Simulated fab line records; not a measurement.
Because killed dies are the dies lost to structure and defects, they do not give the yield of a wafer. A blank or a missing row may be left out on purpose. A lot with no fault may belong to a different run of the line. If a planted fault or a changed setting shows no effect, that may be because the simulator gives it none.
fab line records | flow gf180mcu
[record] lots = 24 | wafers = 72 | lastDay = 34
route steps=602 shown V1@358 V2@403 M4@470 MIM@505 TOP_METAL@568
lots with no fault: from the same line, run without faults
startH: hours from the record's opening day to when the first of the lot's shown wafers began | waitH: hours elapsed since this lot's preceding step | " identical to the entry in the row above | L1.1+2: a row that stands for several wafers | - either no value or no given start | * or withheld: withheld | < > ~ a bound
route shown NAME@n: a module of which the file shows steps, and the number in the route of the first | usual: the fault-free wafers' mean and standard deviation | same: alike in all rows | chamber/n: place in a boat | sites: each site's reading | _std_site: how widely they spread, as a standard deviation | _edge_site: outer sites' mean less inner sites' | radiusMm: for every site, how far away it sits from the centre of the wafer | mask NAME#n: copy n | behind: the tool/chamber that last shaped the wafer | hold: reason for holding the lot/hours on hold/outcome of the hold | device: transistor that didn't switch, given as n, p or np | end of line: at the end of the route, the tests of the same wafers | where a step has no rows: the recipe by itself | killed: not the wafer's yield, but the dies lost to structure and defects at the first sort | map: a wafer's dies, x killed, . not, _ none there
set.NAME: the run value of the setting; set.NAME@STEP: its run value at that earlier step | model.NAME: the simulator's own value behind a step, which no gauge read
one table for each step of the route and one row for each wafer, over a sample of lots
services: when a tool's chamber went out of use (startH, in hours from the record's first day, below 0 if earlier), for how many hours, and the reason
[[steps]]
[step GF_V1_CVD_23]
[recipe] material = W | targetThkNm = 350 | timeS = 105.05 | tempC = 400 | pressureTorr = 40
[usual] heaterPowerW = 863/34
lot.wafer | tool    | chamber | startH | waitH | heaterPowerW
L075.4    | cvdW-01 | 1       | 421.45 | 0.1   | 897
L075.5    | "       | 0       | "      | "     | 803
L075.6    | "       | 1       | "      | "     | 912
L074.1    | cvdW-02 | 1       | 425.30 | 0.0   | 873
L074.3    | "       | 0       | "      | "     | 859
L074.6    | "       | 0       | "      | "     | 816
L076.1    | cvdW-02 | 0       | 433.43 | 0.0   | 824
L076.3    | "       | 0       | "      | "     | 831
L076.4    | "       | 1       | "      | "     | 876
L077.1    | cvdW-01 | 1       | 441.60 | 0.0   | 913
L077.5    | "       | 1       | "      | "     | 912
L077.6    | "       | 0       | "      | "     | 806
L078.1    | cvdW-02 | 1       | 444.50 | 0.0   | 868
L078.2    | "       | 0       | "      | "     | 828
L078.4    | "       | 0       | "      | "     | 862
L079.2    | cvdW-02 | 0       | 456.20 | 0.0   | 858
L079.4    | "       | 1       | "      | "     | 873
L079.5    | "       | 0       | "      | "     | 855
L080.1    | cvdW-02 | 0       | 462.01 | 0.0   | 854
L080.4    | "       | 0       | "      | "     | 829
L080.5    | "       | 0       | "      | "     | 854
L081.1    | cvdW-02 | 0       | 473.21 | 0.0   | 856
L081.2    | "       | 1       | "      | "     | 858
L081.3    | "       | 0       | "      | "     | 859
L082.3    | cvdW-01 | 1       | 481.82 | 0.1   | 913
L082.4    | "       | 0       | "      | "     | 808
L082.6    | "       | 1       | "      | "     | 908
L083.2    | cvdW-01 | 1       | 489.77 | 0.0   | 895
L083.4    | "       | 1       | "      | "     | 934
L083.6    | "       | 1       | "      | "     | 919
L084.2    | cvdW-02 | 0       | 497.67 | 0.0   | 857
L084.3    | "       | 1       | "      | "     | 880
L084.5    | "       | 0       | "      | "     | 857
L085.3    | cvdW-01 | 1       | 507.45 | 0.1   | 942
L085.4    | "       | 0       | "      | "     | 812
L085.6    | "       | 0       | "      | "     | 808
L086.2    | cvdW-02 | 1       | 508.17 | 0.0   | 876
L086.3    | "       | 0       | "      | "     | 848
L086.4    | "       | 1       | "      | "     | 855
L087.1    | cvdW-01 | 0       | 532.77 | 0.0   | 812
L087.4    | "       | 0       | "      | "     | 821
L087.5    | "       | 0       | "      | "     | 818
L088.1    | cvdW-02 | 1       | 538.38 | 0.0   | 868
L088.3    | "       | 1       | "      | "     | 885
L088.6    | "       | 1       | "      | "     | 874
L089.4    | cvdW-02 | 1       | 544.49 | 0.1   | 869
L089.5    | "       | 0       | "      | "     | 840
L089.6    | "       | 1       | "      | "     | 870
L090.1    | cvdW-02 | 0       | 552.47 | 0.0   | 857
L090.3    | "       | 1       | "      | "     | 881
L090.5    | "       | 0       | "      | "     | 823
L091.3    | cvdW-01 | 0       | 576.31 | 0.1   | 821
L091.5    | "       | 1       | "      | "     | 931
L091.6    | "       | 0       | "      | "     | 813
L092.1    | cvdW-02 | 0       | 586.03 | 0.0   | 856
L092.2    | "       | 1       | "      | "     | 862
L092.6    | "       | 0       | "      | "     | 880
L093.1    | cvdW-01 | 1       | 586.32 | 0.0   | 905
L093.2    | "       | 0       | "      | "     | 839
L093.4    | "       | 1       | "      | "     | 906
L095.2    | cvdW-02 | 0       | 597.38 | 0.0   | 843
L095.4    | "       | 1       | "      | "     | 871
L095.5    | "       | 0       | "      | "     | 848
L094.2    | cvdW-02 | 1       | 604.97 | 0.0   | 888
L094.5    | "       | 0       | "      | "     | 846
L094.6    | "       | 1       | "      | "     | 901
L096.1    | cvdW-02 | 1       | 609.91 | 0.0   | 907
L096.2    | "       | 0       | "      | "     | 853
L096.6    | "       | 1       | "      | "     | 898
L097.1    | cvdW-01 | 0       | 616.77 | 0.0   | 838
L097.2    | "       | 1       | "      | "     | 895
L097.4    | "       | 1       | "      | "     | 911
[step GF_V2_SPUTTER_21]
[recipe] material = Ti | targetThkNm = 15 | chamberPressurePa = 5 | powerW = 2500 | substrateTempC = 200 | timeS = 80.02
[usual] throttleValvePct = 30.2/1.2
lot.wafer | tool          | chamber | startH | waitH | throttleValvePct
L075.4    | pvdSputter-02 | -       | 471.03 | 0.0   | 29.5
L075.5    | "             | -       | "      | "     | 28.5
L075.6    | "             | -       | "      | "     | 30.3
L074.1    | pvdSputter-02 | -       | 474.76 | 0.0   | 30.3
L074.3    | "             | -       | "      | "     | 29.7
L074.6    | "             | -       | "      | "     | 28.9
L076.1    | pvdSputter-02 | -       | 483.80 | 0.0   | 29.0
L076.3    | "             | -       | "      | "     | 29.7
L076.4    | "             | -       | "      | "     | 30.0
L077.1    | pvdSputter-01 | -       | 492.85 | 0.0   | 32.4
L077.5    | "             | -       | "      | "     | 29.7
L077.6    | "             | -       | "      | "     | 32.2
L078.1    | pvdSputter-04 | -       | 494.62 | 0.0   | 29.0
L078.2    | "             | -       | "      | "     | 28.2
L078.4    | "             | -       | "      | "     | 29.7
L079.2    | pvdSputter-01 | -       | 506.07 | 0.0   | 32.5
L079.4    | "             | -       | "      | "     | 30.8
L079.5    | "             | -       | "      | "     | 32.8
L080.1    | pvdSputter-01 | -       | 513.50 | 0.0   | 30.8
L080.4    | "             | -       | "      | "     | 32.8
L080.5    | "             | -       | "      | "     | 32.9
L081.1    | pvdSputter-04 | -       | 523.32 | 0.0   | 28.9
L081.2    | "             | -       | "      | "     | 29.5
L081.3    | "             | -       | "      | "     | 28.3
L082.3    | pvdSputter-01 | -       | 531.92 | 0.0   | 32.4
L082.4    | "             | -       | "      | "     | 32.8
L082.6    | "             | -       | "      | "     | 32.8
L083.2    | pvdSputter-01 | -       | 539.28 | 0.0   | 33.0
L083.4    | "             | -       | "      | "     | 29.8
L083.6    | "             | -       | "      | "     | 31.0
L084.2    | pvdSputter-02 | -       | 546.74 | 0.0   | 29.6
L084.3    | "             | -       | "      | "     | 29.1
L084.5    | "             | -       | "      | "     | 28.9
L085.3    | pvdSputter-02 | -       | 556.52 | 0.0   | 29.6
L085.4    | "             | -       | "      | "     | 29.1
L085.6    | "             | -       | "      | "     | 30.2
L086.2    | pvdSputter-04 | -       | 557.13 | 0.0   | 29.2
L086.3    | "             | -       | "      | "     | 29.5
L086.4    | "             | -       | "      | "     | 28.2
L087.1    | pvdSputter-04 | -       | 580.56 | 0.0   | 30.5
L087.4    | "             | -       | "      | "     | 28.9
L087.5    | "             | -       | "      | "     | 28.9
L088.1    | pvdSputter-01 | -       | 585.52 | 0.0   | 32.5
L088.3    | "             | -       | "      | "     | 30.7
L088.6    | "             | -       | "      | "     | 29.9
L089.4    | pvdSputter-04 | -       | 591.46 | 0.0   | 30.6
L089.5    | "             | -       | "      | "     | 29.0
L089.6    | "             | -       | "      | "     | 29.5
L090.1    | pvdSputter-01 | -       | 597.56 | 0.0   | 32.4
L090.3    | "             | -       | "      | "     | 29.7
L090.5    | "             | -       | "      | "     | 29.9
L091.3    | pvdSputter-02 | -       | 621.27 | 0.0   | 29.7
L091.5    | "             | -       | "      | "     | 29.5
L091.6    | "             | -       | "      | "     | 30.0
L092.1    | pvdSputter-02 | -       | 631.11 | 0.0   | 28.7
L092.2    | "             | -       | "      | "     | 30.0
L092.6    | "             | -       | "      | "     | 30.2
L093.1    | pvdSputter-02 | -       | 631.80 | 0.0   | 29.0
L093.2    | "             | -       | "      | "     | 30.0
L093.4    | "             | -       | "      | "     | 29.8
L095.2    | pvdSputter-02 | -       | 641.27 | 0.0   | 29.5
L095.4    | "             | -       | "      | "     | 29.1
L095.5    | "             | -       | "      | "     | 29.7
L094.2    | pvdSputter-02 | -       | 650.02 | 0.0   | 29.9
L094.5    | "             | -       | "      | "     | 29.5
L094.6    | "             | -       | "      | "     | 30.3
L096.1    | pvdSputter-02 | -       | 654.21 | 0.0   | 30.0
L096.2    | "             | -       | "      | "     | 30.3
L096.6    | "             | -       | "      | "     | 30.1
L097.1    | pvdSputter-04 | -       | 659.41 | 0.0   | 30.8
L097.2    | "             | -       | "      | "     | 29.6
L097.4    | "             | -       | "      | "     | 28.0
[step GF_M4_CD_MEAS_14]
[recipe] targetCdNm = 280
[usual] cdNm = 280.2/1.1
lot.wafer | tool     | chamber | startH | waitH | cdNm
L075.4    | cdSem-01 | -       | 543.04 | 0.1   | 281.0
L075.5    | "        | -       | "      | "     | 280.8
L075.6    | "        | -       | "      | "     | 279.7
L074.1    | cdSem-01 | -       | 548.38 | 0.1   | 280.6
L074.3    | "        | -       | "      | "     | 280.3
L074.6    | "        | -       | "      | "     | 278.7
L076.1    | cdSem-01 | -       | 557.19 | 0.1   | 281.1
L076.3    | "        | -       | "      | "     | 281.2
L076.4    | "        | -       | "      | "     | 280.6
L077.1    | cdSem-01 | -       | 565.05 | 0.1   | 279.7
L077.5    | "        | -       | "      | "     | 280.8
L077.6    | "        | -       | "      | "     | 280.1
L078.1    | cdSem-01 | -       | 566.00 | 0.1   | 279.6
L078.2    | "        | -       | "      | "     | 281.4
L078.4    | "        | -       | "      | "     | 281.2
L079.2    | cdSem-01 | -       | 577.41 | 0.1   | 278.7
L079.4    | "        | -       | "      | "     | 278.3
L079.5    | "        | -       | "      | "     | 278.8
L080.1    | cdSem-01 | -       | 583.93 | 0.1   | 279.8
L080.4    | "        | -       | "      | "     | 280.1
L080.5    | "        | -       | "      | "     | 280.8
L081.1    | cdSem-01 | -       | 594.29 | 0.1   | 279.8
L081.2    | "        | -       | "      | "     | 279.0
L081.3    | "        | -       | "      | "     | 280.8
L082.3    | cdSem-01 | -       | 601.39 | 0.1   | 279.4
L082.4    | "        | -       | "      | "     | 278.6
L082.6    | "        | -       | "      | "     | 279.8
L083.2    | cdSem-01 | -       | 608.56 | 0.1   | 282.8
L083.4    | "        | -       | "      | "     | 281.3
L083.6    | "        | -       | "      | "     | 280.6
L084.2    | cdSem-02 | -       | 615.52 | 0.1   | 279.0
L084.3    | "        | -       | "      | "     | 279.9
L084.5    | "        | -       | "      | "     | 280.1
L085.3    | cdSem-02 | -       | 625.03 | 0.1   | 280.0
L085.4    | "        | -       | "      | "     | 281.3
L085.6    | "        | -       | "      | "     | 280.2
L086.2    | cdSem-02 | -       | 625.43 | 0.1   | 279.5
L086.3    | "        | -       | "      | "     | 279.1
L086.4    | "        | -       | "      | "     | 279.9
L087.1    | cdSem-01 | -       | 648.49 | 0.1   | 281.5
L087.4    | "        | -       | "      | "     | 282.6
L087.5    | "        | -       | "      | "     | 283.1
L088.1    | cdSem-02 | -       | 651.08 | 0.1   | 282.0
L088.3    | "        | -       | "      | "     | 282.7
L088.6    | "        | -       | "      | "     | 281.9
L089.4    | cdSem-02 | -       | 657.19 | 0.1   | 280.6
L089.5    | "        | -       | "      | "     | 282.1
L089.6    | "        | -       | "      | "     | 280.2
L090.1    | cdSem-01 | -       | 661.98 | 0.1   | 279.3
L090.3    | "        | -       | "      | "     | 280.3
L090.5    | "        | -       | "      | "     | 279.9
L091.3    | cdSem-01 | -       | 684.12 | 0.1   | 278.6
L091.5    | "        | -       | "      | "     | 279.5
L091.6    | "        | -       | "      | "     | 278.7
L092.1    | cdSem-01 | -       | 694.53 | 0.1   | 279.5
L092.2    | "        | -       | "      | "     | 278.1
L092.6    | "        | -       | "      | "     | 279.2
L093.1    | cdSem-02 | -       | 694.65 | 0.1   | 281.9
L093.2    | "        | -       | "      | "     | 281.4
L093.4    | "        | -       | "      | "     | 280.8
L095.2    | cdSem-02 | -       | 703.75 | 0.1   | 280.1
L095.4    | "        | -       | "      | "     | 279.6
L095.5    | "        | -       | "      | "     | 279.5
L094.2    | cdSem-01 | -       | 709.05 | 0.1   | 281.2
L094.5    | "        | -       | "      | "     | 280.5
L094.6    | "        | -       | "      | "     | 280.6
L096.1    | cdSem-02 | -       | 714.59 | 0.1   | 280.5
L096.2    | "        | -       | "      | "     | 280.3
L096.6    | "        | -       | "      | "     | 281.7
L097.1    | cdSem-01 | -       | 720.18 | 0.1   | 278.3
L097.2    | "        | -       | "      | "     | 279.1
L097.4    | "        | -       | "      | "     | 280.0
[step GF_MIM_SPUTTER_02]
[recipe] material = AlCu | targetThkNm = 450 | powerW = 10600 | timeS = 23.9 | chamberPressurePa = 0.4
[usual] throttleValvePct = 30.0/1.6
lot.wafer | tool          | chamber | startH | waitH | throttleValvePct
L075.4    | pvdSputter-03 | -       | 568.17 | 0.0   | 27.1
L075.5    | "             | -       | "      | "     | 30.1
L075.6    | "             | -       | "      | "     | 31.2
L074.1    | pvdSputter-01 | -       | 573.92 | 0.0   | 33.1
L074.3    | "             | -       | "      | "     | 32.5
L074.6    | "             | -       | "      | "     | 32.8
L076.1    | pvdSputter-03 | -       | 582.25 | 0.0   | 31.0
L076.3    | "             | -       | "      | "     | 27.2
L076.4    | "             | -       | "      | "     | 27.2
L077.1    | pvdSputter-03 | -       | 589.49 | 0.0   | 29.6
L077.5    | "             | -       | "      | "     | 27.1
L077.6    | "             | -       | "      | "     | 31.2
L078.1    | pvdSputter-03 | -       | 590.76 | 0.0   | 27.2
L078.2    | "             | -       | "      | "     | 29.8
L078.4    | "             | -       | "      | "     | 27.2
L079.2    | pvdSputter-02 | -       | 601.32 | 0.0   | 30.0
L079.4    | "             | -       | "      | "     | 28.7
L079.5    | "             | -       | "      | "     | 29.1
L080.1    | pvdSputter-02 | -       | 608.68 | 0.0   | 29.9
L080.4    | "             | -       | "      | "     | 29.5
L080.5    | "             | -       | "      | "     | 30.0
L081.1    | pvdSputter-03 | -       | 618.14 | 0.0   | 29.4
L081.2    | "             | -       | "      | "     | 29.8
L081.3    | "             | -       | "      | "     | 27.5
L082.3    | pvdSputter-03 | -       | 625.69 | 0.0   | 31.0
L082.4    | "             | -       | "      | "     | 29.9
L082.6    | "             | -       | "      | "     | 27.2
L083.2    | pvdSputter-01 | -       | 632.92 | 0.0   | 32.2
L083.4    | "             | -       | "      | "     | 30.9
L083.6    | "             | -       | "      | "     | 32.9
L084.2    | pvdSputter-02 | -       | 639.12 | 0.0   | 30.1
L084.3    | "             | -       | "      | "     | 29.5
L084.5    | "             | -       | "      | "     | 28.7
L085.3    | pvdSputter-03 | -       | 648.14 | 0.0   | 29.6
L085.4    | "             | -       | "      | "     | 30.4
L085.6    | "             | -       | "      | "     | 29.8
L086.2    | pvdSputter-01 | -       | 648.84 | 0.0   | 32.6
L086.3    | "             | -       | "      | "     | 29.8
L086.4    | "             | -       | "      | "     | 32.0
L087.1    | pvdSputter-01 | -       | 670.98 | 0.0   | 29.9
L087.4    | "             | -       | "      | "     | 32.7
L087.5    | "             | -       | "      | "     | 32.9
L088.1    | pvdSputter-01 | -       | 673.62 | 0.0   | 32.6
L088.3    | "             | -       | "      | "     | 32.8
L088.6    | "             | -       | "      | "     | 31.1
L089.4    | pvdSputter-03 | -       | 679.55 | 0.0   | 27.2
L089.5    | "             | -       | "      | "     | 29.9
L089.6    | "             | -       | "      | "     | 27.3
L090.1    | pvdSputter-03 | -       | 684.90 | 0.0   | 30.9
L090.3    | "             | -       | "      | "     | 29.6
L090.5    | "             | -       | "      | "     | 29.6
L091.3    | pvdSputter-03 | -       | 706.44 | 0.0   | 29.4
L091.5    | "             | -       | "      | "     | 27.3
L091.6    | "             | -       | "      | "     | 29.7
L093.1    | pvdSputter-03 | -       | 715.78 | 0.0   | 29.3
L093.2    | "             | -       | "      | "     | 30.1
L093.4    | "             | -       | "      | "     | 31.1
L092.1    | pvdSputter-02 | -       | 716.54 | 0.0   | 29.5
L092.2    | "             | -       | "      | "     | 29.8
L092.6    | "             | -       | "      | "     | 30.1
L095.2    | pvdSputter-01 | -       | 724.67 | 0.0   | 32.9
L095.4    | "             | -       | "      | "     | 32.4
L095.5    | "             | -       | "      | "     | 32.2
L094.2    | pvdSputter-03 | -       | 730.97 | 0.0   | 29.9
L094.5    | "             | -       | "      | "     | 31.3
L094.6    | "             | -       | "      | "     | 30.1
L096.1    | pvdSputter-02 | -       | 735.14 | 0.0   | 29.8
L096.2    | "             | -       | "      | "     | 29.0
L096.6    | "             | -       | "      | "     | 30.0
L097.1    | pvdSputter-03 | -       | 740.67 | 0.0   | 30.2
L097.2    | "             | -       | "      | "     | 31.0
L097.4    | "             | -       | "      | "     | 29.6
[step GF_MIM_SPUTTER_09]
[recipe] material = TiN | targetThkNm = 35 | powerW = 6500 | timeS = 29.2 | chamberPressurePa = 0.4
[usual] throttleValvePct = 30.3/1.4
lot.wafer | tool          | chamber | startH | waitH | throttleValvePct
L075.4    | pvdSputter-01 | -       | 568.42 | 0.0   | 29.8
L075.5    | "             | -       | "      | "     | 29.8
L075.6    | "             | -       | "      | "     | 32.3
L074.1    | pvdSputter-02 | -       | 574.17 | 0.0   | 29.9
L074.3    | "             | -       | "      | "     | 29.8
L074.6    | "             | -       | "      | "     | 30.0
L076.1    | pvdSputter-01 | -       | 582.50 | 0.0   | 32.7
L076.3    | "             | -       | "      | "     | 32.4
L076.4    | "             | -       | "      | "     | 31.1
L077.1    | pvdSputter-01 | -       | 589.74 | 0.0   | 32.5
L077.5    | "             | -       | "      | "     | 29.7
L077.6    | "             | -       | "      | "     | 32.3
L078.1    | pvdSputter-02 | -       | 591.01 | 0.0   | 29.7
L078.2    | "             | -       | "      | "     | 29.1
L078.4    | "             | -       | "      | "     | 30.1
L079.2    | pvdSputter-01 | -       | 601.63 | 0.0   | 32.5
L079.4    | "             | -       | "      | "     | 32.8
L079.5    | "             | -       | "      | "     | 30.7
L080.1    | pvdSputter-01 | -       | 608.93 | 0.0   | 30.7
L080.4    | "             | -       | "      | "     | 29.6
L080.5    | "             | -       | "      | "     | 31.0
L081.1    | pvdSputter-01 | -       | 618.39 | 0.0   | 30.7
L081.2    | "             | -       | "      | "     | 32.3
L081.3    | "             | -       | "      | "     | 30.0
L082.3    | pvdSputter-02 | -       | 625.94 | 0.0   | 29.0
L082.4    | "             | -       | "      | "     | 29.7
L082.6    | "             | -       | "      | "     | 29.2
L083.2    | pvdSputter-03 | -       | 633.17 | 0.0   | 31.0
L083.4    | "             | -       | "      | "     | 27.4
L083.6    | "             | -       | "      | "     | 27.1
L084.2    | pvdSputter-03 | -       | 639.37 | 0.0   | 27.4
L084.3    | "             | -       | "      | "     | 30.0
L084.5    | "             | -       | "      | "     | 27.3
L085.3    | pvdSputter-02 | -       | 648.39 | 0.0   | 29.9
L085.4    | "             | -       | "      | "     | 28.9
L085.6    | "             | -       | "      | "     | 28.8
L086.2    | pvdSputter-03 | -       | 649.09 | 0.0   | 27.4
L086.3    | "             | -       | "      | "     | 31.2
L086.4    | "             | -       | "      | "     | 30.1
L087.1    | pvdSputter-03 | -       | 671.23 | 0.0   | 30.3
L087.4    | "             | -       | "      | "     | 30.9
L087.5    | "             | -       | "      | "     | 30.0
L088.1    | pvdSputter-03 | -       | 673.87 | 0.0   | 31.3
L088.3    | "             | -       | "      | "     | 27.1
L088.6    | "             | -       | "      | "     | 31.0
L089.4    | pvdSputter-02 | -       | 679.80 | 0.0   | 29.6
L089.5    | "             | -       | "      | "     | 29.6
L089.6    | "             | -       | "      | "     | 30.1
L090.1    | pvdSputter-01 | -       | 685.15 | 0.0   | 32.4
L090.3    | "             | -       | "      | "     | 30.0
L090.5    | "             | -       | "      | "     | 30.9
L091.3    | pvdSputter-03 | -       | 706.69 | 0.0   | 27.4
L091.5    | "             | -       | "      | "     | 29.9
L091.6    | "             | -       | "      | "     | 30.0
L093.1    | pvdSputter-01 | -       | 716.03 | 0.0   | 32.4
L093.2    | "             | -       | "      | "     | 33.2
L093.4    | "             | -       | "      | "     | 29.9
L092.1    | pvdSputter-01 | -       | 716.81 | 0.0   | 32.7
L092.2    | "             | -       | "      | "     | 30.7
L092.6    | "             | -       | "      | "     | 29.8
L095.2    | pvdSputter-03 | -       | 724.96 | 0.0   | 29.5
L095.4    | "             | -       | "      | "     | 27.2
L095.5    | "             | -       | "      | "     | 30.9
L094.2    | pvdSputter-02 | -       | 731.22 | 0.0   | 29.0
L094.5    | "             | -       | "      | "     | 29.8
L094.6    | "             | -       | "      | "     | 30.0
L096.1    | pvdSputter-03 | -       | 735.39 | 0.0   | 27.2
L096.2    | "             | -       | "      | "     | 29.5
L096.6    | "             | -       | "      | "     | 31.0
L097.1    | pvdSputter-02 | -       | 740.92 | 0.0   | 29.9
L097.2    | "             | -       | "      | "     | 30.0
L097.4    | "             | -       | "      | "     | 29.0
[step GF_TOP_METAL_SPUTTER_01]
[recipe] material = TiN | targetThkNm = 30 | powerW = 6500 | timeS = 25 | chamberPressurePa = 0.4
[usual] throttleValvePct = 29.9/1.5
lot.wafer | tool          | chamber | startH | waitH | throttleValvePct
L075.4    | pvdSputter-01 | -       | 634.66 | 0.0   | 29.9
L075.5    | "             | -       | "      | "     | 32.7
L075.6    | "             | -       | "      | "     | 30.7
L074.1    | pvdSputter-01 | -       | 640.82 | 0.1   | 29.9
L074.3    | "             | -       | "      | "     | 30.9
L074.6    | "             | -       | "      | "     | 29.8
L076.1    | pvdSputter-04 | -       | 649.21 | 0.1   | 30.8
L076.3    | "             | -       | "      | "     | 28.2
L076.4    | "             | -       | "      | "     | 29.7
L077.1    | pvdSputter-04 | -       | 655.19 | 0.1   | 28.3
L077.5    | "             | -       | "      | "     | 29.2
L077.6    | "             | -       | "      | "     | 29.5
L078.1    | pvdSputter-04 | -       | 656.84 | 0.1   | 29.5
L078.2    | "             | -       | "      | "     | 29.3
L078.4    | "             | -       | "      | "     | 30.9
L079.2    | pvdSputter-03 | -       | 667.01 | 0.1   | 27.3
L079.4    | "             | -       | "      | "     | 29.4
L079.5    | "             | -       | "      | "     | 31.2
L080.1    | pvdSputter-04 | -       | 673.24 | 0.1   | 28.4
L080.4    | "             | -       | "      | "     | 28.1
L080.5    | "             | -       | "      | "     | 30.7
L081.1    | pvdSputter-03 | -       | 680.80 | 0.1   | 29.7
L081.2    | "             | -       | "      | "     | 29.4
L081.3    | "             | -       | "      | "     | 31.1
L082.3    | pvdSputter-03 | -       | 688.11 | 0.1   | 30.3
L082.4    | "             | -       | "      | "     | 27.2
L082.6    | "             | -       | "      | "     | 31.1
L083.2    | pvdSputter-03 | -       | 696.45 | 0.1   | 30.0
L083.4    | "             | -       | "      | "     | 27.2
L083.6    | "             | -       | "      | "     | 29.5
L084.2    | pvdSputter-04 | -       | 700.66 | 0.1   | 29.7
L084.3    | "             | -       | "      | "     | 30.7
L084.5    | "             | -       | "      | "     | 29.1
L085.3    | pvdSputter-03 | -       | 708.04 | 0.1   | 29.9
L085.4    | "             | -       | "      | "     | 29.5
L085.6    | "             | -       | "      | "     | 30.0
L086.2    | pvdSputter-04 | -       | 709.86 | 0.1   | 29.5
L086.3    | "             | -       | "      | "     | 30.5
L086.4    | "             | -       | "      | "     | 29.3
L087.1    | pvdSputter-01 | -       | 729.66 | 0.1   | 29.8
L087.4    | "             | -       | "      | "     | 33.0
L087.5    | "             | -       | "      | "     | 32.9
L088.1    | pvdSputter-01 | -       | 733.73 | 0.1   | 32.7
L088.3    | "             | -       | "      | "     | 33.0
L088.6    | "             | -       | "      | "     | 32.5
L089.4    | pvdSputter-03 | -       | 736.88 | 0.1   | 29.8
L089.5    | "             | -       | "      | "     | 27.3
L089.6    | "             | -       | "      | "     | 30.1
L090.1    | pvdSputter-04 | -       | 742.23 | 0.1   | 28.2
L090.3    | "             | -       | "      | "     | 28.7
L090.5    | "             | -       | "      | "     | 29.0
L091.3    | pvdSputter-04 | -       | 760.47 | 0.1   | 29.7
L091.5    | "             | -       | "      | "     | 28.9
L091.6    | "             | -       | "      | "     | 29.9
L093.1    | pvdSputter-01 | -       | 770.51 | 0.1   | 32.7
L093.2    | "             | -       | "      | "     | 30.0
L093.4    | "             | -       | "      | "     | 31.0
L092.1    | pvdSputter-03 | -       | 771.57 | 0.1   | 30.2
L092.2    | "             | -       | "      | "     | 27.0
L092.6    | "             | -       | "      | "     | 30.0
L095.2    | pvdSputter-03 | -       | 778.35 | 0.1   | 30.3
L095.4    | "             | -       | "      | "     | 27.2
L095.5    | "             | -       | "      | "     | 30.2
L094.2    | pvdSputter-03 | -       | 782.89 | 0.1   | 27.3
L094.5    | "             | -       | "      | "     | 27.3
L094.6    | "             | -       | "      | "     | 31.1
L096.1    | pvdSputter-04 | -       | 787.25 | 0.1   | 29.2
L096.2    | "             | -       | "      | "     | 29.3
L096.6    | "             | -       | "      | "     | 29.7
L097.1    | pvdSputter-01 | -       | 792.04 | 0.1   | 30.9
L097.2    | "             | -       | "      | "     | 29.9
L097.4    | "             | -       | "      | "     | 32.6
[[services]]
tool          | chamber | startH | hours | kind
pvdSputter-03 | 0       | 398.50 | -     | consumableReplace:kit
pvdSputter-03 | 0       | 398.50 | 18.0  | scheduledDown
pvdSputter-03 | 0       | 398.50 | 18.0  | ventCycle
cvdW-01       | 0       | 414.27 | 2.4   | repair
pvdSputter-01 | -       | 415.10 | 10.3  | repair
pvdSputter-04 | -       | 420.84 | 0.6   | repair
pvdSputter-01 | -       | 422.98 | 2.2   | repair
pvdSputter-04 | -       | 444.49 | 1.8   | repair
cvdW-01       | 1       | 473.18 | 7.3   | repair
pvdSputter-02 | -       | 517.10 | 1.7   | repair
pvdSputter-01 | -       | 519.04 | 3.0   | repair
pvdSputter-01 | -       | 525.80 | 3.5   | repair
pvdSputter-01 | -       | 525.99 | 3.7   | repair
pvdSputter-03 | 3       | 573.71 | -     | consumableReplace:kit
pvdSputter-03 | 3       | 573.71 | 18.0  | scheduledDown
cvdW-02       | -       | 574.59 | 1.3   | repair
pvdSputter-02 | -       | 607.05 | 1.4   | repair
pvdSputter-01 | -       | 653.32 | 5.3   | repair
cvdW-01       | 1       | 664.74 | 7.4   | repair
pvdSputter-02 | -       | 682.34 | 5.0   | repair
pvdSputter-02 | -       | 693.85 | 5.5   | repair
pvdSputter-01 | -       | 698.74 | 11.2  | repair
pvdSputter-02 | -       | 779.78 | 2.2   | repair
cvdW-02       | 0       | 784.31 | 3.3   | repair
[[key]]
fault none
